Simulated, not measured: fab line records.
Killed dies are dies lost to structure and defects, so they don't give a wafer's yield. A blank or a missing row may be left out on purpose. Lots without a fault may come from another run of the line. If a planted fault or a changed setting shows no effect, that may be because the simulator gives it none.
What tool caused it? / flow gf180mcu / route of 602 steps, sampled at 1 step: 13 lots, 39 wafers

## WHAT EACH GAUGE READ, for each wafer
GF_V3_CD_MEAS_14: target cd 260 nm. Usual: cd nm reads 260.1 nm (standard deviation 1.2).
lot=L354; measured=day 22 17:59; on=cd sem-01; cd nm (nm)=261.0 260.9 261.4; flag=
lot=L357; measured=day 23 06:31; on=cd sem-02; cd nm (nm)=260.6 260.7 260.8; flag=
lot=L356; measured=day 23 10:10; on=cd sem-02; cd nm (nm)=259.6 259.4 259.4; flag=
lot=L358; measured=day 23 23:09; on=cd sem-02; cd nm (nm)=259.7 259.1 259.7; flag=
lot=L359; measured=day 24 03:56; on=cd sem-02; cd nm (nm)=260.1 260.5 260.2; flag=
lot=L361; measured=day 24 21:15; on=cd sem-02; cd nm (nm)=261.0 260.3 260.7; flag=
lot=L365; measured=day 26 10:17; on=cd sem-02; cd nm (nm)=259.9 260.2 260.6; flag=
lot=L369; measured=day 27 17:46; on=cd sem-02; cd nm (nm)=259.9 259.5 259.7; flag=
lot=L368; measured=day 27 19:04; on=cd sem-02; cd nm (nm)=258.1 259.8 258.7; flag=
lot=L371; measured=day 28 06:58; on=cd sem-02; cd nm (nm)=259.4 260.5 259.8; flag=
lot=L373; measured=day 29 01:34; on=cd sem-01; cd nm (nm)=260.8 260.0 260.3; flag=
lot=L374; measured=day 29 05:15; on=cd sem-02; cd nm (nm)=261.0 262.0 261.5; flag=
lot=L376; measured=day 29 15:26; on=cd sem-01; cd nm (nm)=258.4 258.4 259.7; flag=

## WHICH TOOL RAN EACH LOT (tool, then ch and the chambers of the sampled wafers, then the start)
No process step before these readings appears in the record.

## AS READ BY THE TOOLS THEMSELVES (means over the sampled wafers that have a number; for cases with no such wafer, the mark the record gives instead)
The record holds no such reading with a usual standard deviation.

## THE ANSWER, worked out from the rows above alone
Rule: a lot is off if the mean of its wafers that have a number lies more than 3 standard deviations from the usual mean. A lot without any number at a reading at which 4 lots or more have one is off too. The other lots that the step has rows for count as sound. After the gauges, taken in route order, come the tools' own readings; for these a lot's mean is taken, as printed above. At the first step where some lot is off, the reading lying furthest off is the one used; lots without a number count as furthest.
Nothing can be told from this: no lot is off at any reading shown.

## WHAT THE SIMULATOR HAD INSERTED
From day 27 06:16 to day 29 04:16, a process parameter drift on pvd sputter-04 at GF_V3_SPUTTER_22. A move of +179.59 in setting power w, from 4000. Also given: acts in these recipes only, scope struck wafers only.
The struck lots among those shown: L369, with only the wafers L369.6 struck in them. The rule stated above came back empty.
